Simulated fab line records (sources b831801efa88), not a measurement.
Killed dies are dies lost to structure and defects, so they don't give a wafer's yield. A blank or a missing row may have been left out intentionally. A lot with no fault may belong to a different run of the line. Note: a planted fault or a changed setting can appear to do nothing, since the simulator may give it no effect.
Which tool was responsible? + flow gf180mcu + Sampling: 11 lots, 33 wafers, 7 of 602 route steps

WHAT THE GAUGES SHOWED, per wafer
GF_V2_THK_MEAS_03. Usual: V2_CVD_02_THK typically reads 849 nm, with standard deviation 11.
| lot  | measured     | on            | V2_CVD_02_THK (nm) | flag |
|------|--------------|---------------|--------------------|------|
| L663 | day 19 02:19 | film_metro-04 | 840 855 860        |      |
| L664 | day 19 12:13 | film_metro-01 | 831 841 856        |      |
| L666 | day 20 10:14 | film_metro-01 | 841 859 851        |      |
| L671 | day 22 09:44 | film_metro-04 | 845 839 854        |      |
| L672 | day 22 22:19 | film_metro-01 | 836 847 845        |      |
| L674 | day 23 09:35 | film_metro-01 | 857 857 862        |      |
| L682 | day 26 00:23 | film_metro-04 | 828 833 836        |      |
| L683 | day 26 08:28 | film_metro-01 | 836 843 855        |      |
| L684 | day 26 17:39 | film_metro-04 | 849 852 856        |      |
| L685 | day 26 21:23 | film_metro-03 | 838 850 854        |      |
| L686 | day 26 23:40 | film_metro-03 | 858 845 842        |      |

GF_V2_RS_MEAS_24: measurement is done with a four-point probe. Usual: V2_W_RS typically reads 0.3279 ohm/sq, with standard deviation 0.003.
| lot  | measured     | on            | V2_W_RS (ohm/sq)     | flag |
|------|--------------|---------------|----------------------|------|
| L663 | day 20 04:17 | film_metro-01 | 0.3197 0.3220 0.3229 |      |
| L664 | day 20 13:53 | film_metro-04 | 0.3285 0.3303 0.3323 |      |
| L666 | day 21 11:25 | film_metro-04 | 0.3256 0.3326 0.3283 |      |
| L671 | day 23 10:19 | film_metro-01 | 0.3948 0.3215 0.3301 | OFF  |
| L672 | day 23 22:55 | film_metro-04 | 0.4006 0.3257 0.4016 | OFF  |
| L674 | day 24 09:52 | film_metro-03 | 0.3275 0.3284 0.3294 |      |
| L682 | day 26 22:33 | film_metro-03 | 0.3291 0.3239 0.3239 |      |
| L683 | day 27 06:23 | film_metro-01 | 0.3326 0.3333 0.3300 |      |
| L684 | day 27 14:49 | film_metro-01 | 0.3329 0.3300 0.3248 |      |
| L685 | day 27 19:01 | film_metro-04 | 0.3342 0.3290 0.3287 |      |
| L686 | day 27 21:04 | film_metro-03 | 0.3263 0.3287 0.3316 |      |

GF_V2_THK_MEAS_25: measures by xrf. Usual: V2_W_THK typically reads 354 nm, with standard deviation 4.1.
| lot  | measured     | on            | V2_W_THK (nm) | flag |
|------|--------------|---------------|---------------|------|
| L663 | day 20 04:23 | film_metro-01 | 368 365 363   |      |
| L664 | day 20 14:00 | film_metro-04 | 355 358 355   |      |
| L666 | day 21 11:31 | film_metro-04 | 361 351 356   |      |
| L671 | day 23 10:26 | film_metro-01 | 294 362 353   | OFF  |
| L672 | day 23 23:01 | film_metro-04 | 291 358 289   | OFF  |
| L674 | day 24 09:59 | film_metro-03 | 349 348 349   |      |
| L682 | day 26 22:40 | film_metro-03 | 350 355 353   |      |
| L683 | day 27 06:31 | film_metro-01 | 351 350 353   |      |
| L684 | day 27 14:56 | film_metro-01 | 348 352 362   |      |
| L685 | day 27 19:08 | film_metro-04 | 347 355 357   |      |
| L686 | day 27 21:09 | film_metro-03 | 352 352 345   |      |

GF_M3_RS_MEAS_05: measurement is done with a four-point probe. Usual: M3_ALCU_RS typically reads 0.0697 ohm/sq, with standard deviation 0.00079.
| lot  | measured     | on            | M3_ALCU_RS (ohm/sq)  | flag |
|------|--------------|---------------|----------------------|------|
| L663 | day 20 04:59 | film_metro-04 | 0.0688 0.0695 0.0700 |      |
| L664 | day 20 14:35 | film_metro-02 | 0.0696 0.0711 0.0696 |      |
| L666 | day 21 12:07 | film_metro-02 | 0.0681 0.0693 0.0692 |      |
| L671 | day 23 11:01 | film_metro-04 | 0.0698 0.0715 0.0714 |      |
| L672 | day 23 23:37 | film_metro-02 | 0.0697 0.0698 0.0705 |      |
| L674 | day 24 10:34 | film_metro-02 | 0.0716 0.0701 0.0712 |      |
| L682 | day 26 23:18 | film_metro-02 | 0.0682 0.0700 0.0696 |      |
| L683 | day 27 07:05 | film_metro-01 | 0.0701 0.0694 0.0710 |      |
| L684 | day 27 15:31 | film_metro-01 | 0.0703 0.0709 0.0711 |      |
| L685 | day 27 19:43 | film_metro-01 | 0.0703 0.0697 0.0695 |      |
| L686 | day 27 21:46 | film_metro-01 | 0.0690 0.0689 0.0690 |      |

WHICH TOOL RAN EACH LOT (tool, then ch and the chambers of the sampled wafers, then the start)
| lot  | GF_V2_CVD_23                  | GF_V2_CMP_26                  | GF_M3_SPUTTER_02             |
|------|-------------------------------|-------------------------------|------------------------------|
| L663 | cvd_w-01 ch 1, day 20 04:09   | cmp-01 ch 0,3, day 20 04:29   | pvd_sputter-03, day 20 04:52 |
| L664 | cvd_w-02 ch 0,1, day 20 13:46 | cmp-02 ch 0,1,3, day 20 14:04 | pvd_sputter-04, day 20 14:29 |
| L666 | cvd_w-01 ch 0,1, day 21 11:18 | cmp-01 ch 0,3, day 21 11:34   | pvd_sputter-04, day 21 11:59 |
| L671 | cvd_w-01 ch 0,1, day 23 10:11 | cmp-01 ch 0,1, day 23 10:32   | pvd_sputter-04, day 23 10:55 |
| L672 | cvd_w-01 ch 0,1, day 23 22:48 | cmp-02 ch 0,2, day 23 23:07   | pvd_sputter-03, day 23 23:29 |
| L674 | cvd_w-02 ch 0,1, day 24 09:44 | cmp-02 ch 1,2, day 24 10:02   | pvd_sputter-04, day 24 10:28 |
| L682 | cvd_w-02 ch 0,1, day 26 22:26 | cmp-01 ch 0,2,3, day 26 22:47 | pvd_sputter-03, day 26 23:13 |
| L683 | cvd_w-02 ch 0,1, day 27 06:16 | cmp-01 ch 0,1,2, day 27 06:34 | pvd_sputter-04, day 27 07:00 |
| L684 | cvd_w-02 ch 0,1, day 27 14:42 | cmp-02 ch 0,3, day 27 14:59   | pvd_sputter-04, day 27 15:25 |
| L685 | cvd_w-02 ch 0,1, day 27 18:53 | cmp-01 ch 2,3, day 27 19:11   | pvd_sputter-01, day 27 19:37 |
| L686 | cvd_w-02 ch 0,1, day 27 20:55 | cmp-01 ch 0,1,2, day 27 21:17 | pvd_sputter-01, day 27 21:37 |
- GF_V2_CVD_23: deposits W, target thk 350 nm, time 104.94 s.
- GF_V2_CMP_26: polishes, stops on SiO2, t overpolish 15 s, target thk 0 nm.
- GF_M3_SPUTTER_02: material AlCu, target thk 450 nm, time 23.9 s.

AS READ BY THE TOOLS THEMSELVES (means over the sampled wafers that have a number; for cases with no such wafer, the mark the record gives instead)
GF_V2_CVD_23. Usual: chamber_pressure_Torr 40.00 Torr, standard deviation 0.081; heater_power_w 769 W, standard deviation 92; susceptor_temp_C 400.06 C, standard deviation 0.25.
| lot  | tool     | chamber_pressure_Torr (Torr) | heater_power_w (W) | susceptor_temp_C (C) | flag |
|------|----------|------------------------------|--------------------|----------------------|------|
| L663 | cvd_w-01 | 39.96                        | 739                | 400.15               |      |
| L664 | cvd_w-02 | 39.97                        | 750                | 399.86               |      |
| L666 | cvd_w-01 | 40.02                        | 802                | 400.08               |      |
| L671 | cvd_w-01 | 40.04                        | 848                | 396.26               | OFF  |
| L672 | cvd_w-01 | 39.97                        | 772                | 392.55               | OFF  |
| L674 | cvd_w-02 | 40.04                        | 711                | 400.18               |      |
| L682 | cvd_w-02 | 40.02                        | 752                | 399.96               |      |
| L683 | cvd_w-02 | 40.01                        | 719                | 400.09               |      |
| L684 | cvd_w-02 | 40.00                        | 759                | 400.20               |      |
| L685 | cvd_w-02 | 39.99                        | 747                | 400.36               |      |
| L686 | cvd_w-02 | 39.93                        | 752                | 400.14               |      |

GF_V2_CMP_26. Usual: edge_zone_pressure_frac 1.000, standard deviation 0.0047; motor_current_A 10.9 A, standard deviation 0.9; time_to_endpoint_s 83.6 s, standard deviation 2.9.
| lot  | tool   | edge_zone_pressure_frac | motor_current_A (A) | time_to_endpoint_s (s) | flag |
|------|--------|-------------------------|---------------------|------------------------|------|
| L663 | cmp-01 | 1.002                   | 10.6                | 85.1                   |      |
| L664 | cmp-02 | 0.998                   | 10.7                | 82.2                   |      |
| L666 | cmp-01 | 1.002                   | 10.2                | 86.4                   |      |
| L671 | cmp-01 | 1.004                   | 10.3                | 75.6                   |      |
| L672 | cmp-02 | 0.998                   | 11.5                | 71.7                   | OFF  |
| L674 | cmp-02 | 0.997                   | 11.8                | 81.3                   |      |
| L682 | cmp-01 | 1.001                   | 10.4                | 84.1                   |      |
| L683 | cmp-01 | 1.003                   | 11.0                | 81.3                   |      |
| L684 | cmp-02 | 1.000                   | 10.7                | 80.6                   |      |
| L685 | cmp-01 | 1.000                   | 10.9                | 81.4                   |      |
| L686 | cmp-01 | 1.005                   | 10.5                | 80.5                   |      |

GF_M3_SPUTTER_02. Usual: cathode_dc_power_W 10600 W, standard deviation 1.8; throttle_valve_pct 29.6 %, standard deviation 0.96.
| lot  | tool           | cathode_dc_power_W (W) | throttle_valve_pct (%) | flag |
|------|----------------|------------------------|------------------------|------|
| L663 | pvd_sputter-03 | 10600                  | 30.0                   |      |
| L664 | pvd_sputter-04 | 10598                  | 30.2                   |      |
| L666 | pvd_sputter-04 | 10601                  | 29.6                   |      |
| L671 | pvd_sputter-04 | 10602                  | 30.2                   |      |
| L672 | pvd_sputter-03 | 10599                  | 30.1                   |      |
| L674 | pvd_sputter-04 | 10601                  | 29.4                   |      |
| L682 | pvd_sputter-03 | 10600                  | 29.9                   |      |
| L683 | pvd_sputter-04 | 10600                  | 30.0                   |      |
| L684 | pvd_sputter-04 | 10600                  | 29.3                   |      |
| L685 | pvd_sputter-01 | 10602                  | 29.1                   |      |
| L686 | pvd_sputter-01 | 10600                  | 28.2                   |      |

THE ANSWER, worked out from the rows above alone
Rule: a lot counts as off when the mean over its wafers that have a number is more than 3 standard deviations away from the usual mean. A lot without any number at a reading at which 4 lots or more have one is off too. Where the step has rows for the other lots, those lots are counted as sound. First the gauges in route order, then the tools' own readings, where a lot's mean is used as printed above. At the first step where some lot is off, the reading lying furthest off is the one used; lots without a number count as furthest.
Off: L671, L672, seen at GF_V2_RS_MEAS_24 (V2_W_RS).
A tool fits if, at a process step before that reading, it ran every lot that is off, and no sound lot after the first of them. The gauges at GF_V2_RS_MEAS_24 aren't tried: what is off there is off at GF_V2_CVD_23 too, on other tools, and a gauge's error can't cause that. One fits: cvd_w-01 at GF_V2_CVD_23. Its last sound lot is L666 (day 21 11:18), its first lot that is off L671 (day 23 10:11): a fault that began between those two fits.
On the lots that are off, the tool's own readings at GF_V2_CVD_23 differ by more than 5 times the standard deviation of the sound lots' means, which bears it out; susceptor_temp_C reads 394.40 C there versus 400.11 C on the sound lots.

WHAT HAD BEEN PUT IN BY THE SIMULATOR
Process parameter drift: cvd_w-01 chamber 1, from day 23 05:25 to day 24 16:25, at GF_V2_CVD_23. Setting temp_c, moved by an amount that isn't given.
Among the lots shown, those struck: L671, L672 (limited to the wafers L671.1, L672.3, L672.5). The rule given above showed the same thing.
